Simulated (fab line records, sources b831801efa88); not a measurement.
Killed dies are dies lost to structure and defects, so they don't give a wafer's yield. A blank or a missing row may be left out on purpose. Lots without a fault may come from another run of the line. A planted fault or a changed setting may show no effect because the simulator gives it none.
A struck lot beside a sound one | flow gf180mcu | 24 steps out of a route of 602
Sound: wafers L625.1, L625.3, L625.6. Struck: wafers L632.1, L632.4, L632.6. The cause comes at the end.
At each step with rows: each side's tool, then ch and its chambers, then its first start. Under that, the readings that differ: sound wafers | struck wafers | difference of the means | sigmas: that difference in standard deviations of wafers without a fault.
alike: readings whose means differ by less than 2 such deviations, and words and numbers that are the same on both sides. not compared: withheld readings, readings that some wafer has no value for, bounds like >300 that may hide the same value, and numbers for which the record gives no deviation and whose values overlap.
The two part at a step that has a row with sigmas, a row that says differs or no value, or rows on one side only. Numbers that don't overlap but have no deviation are shown without sigmas and don't part them. A reading that every wafer of one side lacks parts them only if that side has two wafers or more.

GF_PSD_OVL_MEAS_08:
  sound on overlay-01, day 17 00:32; struck on overlay-02, day 19 17:10
  alike: PSD_OVL
then, 1 step without rows for these wafers: GF_PSD_IMPLANT_09.
GF_PSD_STRIP_10: strips in O2/N2.
  sound on plasma_asher-02 ch 0,1, day 17 00:43; struck on plasma_asher-04 ch 0,1, day 19 17:22
  reading            | sound       | struck      | difference | sigmas
  heater_power_w (W) | 303 314 320 | 359 369 340 | +44        | +2
  alike: drypump_motor_current_A, oes_product_au, strip_time_to_endpoint_s
  not compared: rf_hours_counter_h
GF_PSD_TW_MEAS_11:
  sound on film_metro-02, day 17 00:49; struck on film_metro-03, day 19 17:28
  alike: PSD_TW
then, 1 step without rows for these wafers: GF_PSD_CLEAN_12 (cleans in SC1/SC2, time 150 s).
GF_PSD_RTA_13: time 20 s.
  sound on rtp_anneal-02 ch 0, day 17 00:56; struck on rtp_anneal-02 ch 0, day 19 17:34
  alike: lamp_power_pct, wafer_temp_C_max
GF_PSD_RS_MEAS_14: measures by four-point-probe.
  sound on film_metro-03, day 17 01:01; struck on film_metro-02, day 19 17:44
  alike: NSD_RS
GF_PSD_RS_MEAS_15: measures by four-point-probe.
  sound on film_metro-03, day 17 01:08; struck on film_metro-02, day 19 17:51
  alike: PSD_RS
GF_SAB_CVD_00: deposits SiO2 from TEOS, target thk 50 nm, time 4.9302 s.
  sound on pecvd-03 ch 0,1,2, day 17 01:15; struck on pecvd-03 ch 0,1, day 19 17:58
  alike: heater_power_w
GF_SAB_THK_MEAS_01:
  sound on film_metro-03, day 17 01:16; struck on film_metro-03, day 19 17:59
  alike: SAB_CVD_00_THK
then, 2 steps without rows for these wafers: GF_SAB_DEHYDRATE_02 (time 60 s); GF_SAB_HMDS_03 (prime time 60 s).
GF_SAB_COAT_04: resist thk 1000 nm.
  sound on litho_track-04 ch 0, day 17 11:49; struck on litho_track-04 ch 0, day 20 06:10
  reading                                  | sound           | struck         | difference | sigmas
  model.NOVOLAK_of_SAB_COAT_04.thk_nm (nm) | 1001 1003 999.4 | 1019 1018 1016 | +17        |
  alike: chill_plate_temp_C
then, 4 steps without rows for these wafers: GF_SAB_SOFTBAKE_05 (time 60 s); GF_SAB_EXPOSE_06 (exposes mask SAB, target cd 420 nm); GF_SAB_PEB_07; GF_SAB_DEVELOP_08 (develop time 60 s).
GF_SAB_CD_MEAS_09: target cd 420 nm.
  sound on cd_sem-01, day 17 23:49; struck on cd_sem-02, day 20 18:22
  alike: cd_nm
GF_SAB_OVL_MEAS_10:
  sound on overlay-01, day 17 23:56; struck on overlay-02, day 20 18:29
  alike: SAB_OVL
GF_SAB_ETCH_11: etches SiO2 in C4F8/O2/Ar, target depth 55 nm, time 8.5 s.
  sound on rie_diel-02 ch 1,3, day 17 23:58; struck on rie_diel-01 ch 0,1,2, day 20 18:31
  reading                                  | sound             | struck         | difference | sigmas
  model.NOVOLAK_of_SAB_COAT_04.thk_nm (nm) | 990.1 991.3 988.2 | 1008 1006 1005 | +16        |
  alike: bias_w, oes_product_au
  not compared: rf_hours_counter_h
then, 1 step without rows for these wafers: GF_SAB_WET_ETCH_12 (etches SiO2 in dHF, target depth 22 nm, time 440 s).
GF_SAB_STRIP_13: strips in O2/N2.
  sound on plasma_asher-03 ch 0,1, day 18 00:07; struck on plasma_asher-01 ch 0,1, day 20 18:40
  reading                      | sound             | struck            | difference | sigmas
  strip_time_to_endpoint_s (s) | 12.63 12.63 12.60 | 12.78 12.81 12.79 | +0.17      | +5
  alike: drypump_motor_current_A, heater_power_w, oes_product_au
  not compared: rf_hours_counter_h
then, 2 steps without rows for these wafers: GF_SALICIDE_CLEAN_00 (cleans in SC1/SC2, time 150 s); GF_PASSIVATION_PROBE_99.

WHERE THEY PART
First at GF_PSD_STRIP_10; last, within this record, at GF_SAB_STRIP_13.

WHY: what the simulator had put in
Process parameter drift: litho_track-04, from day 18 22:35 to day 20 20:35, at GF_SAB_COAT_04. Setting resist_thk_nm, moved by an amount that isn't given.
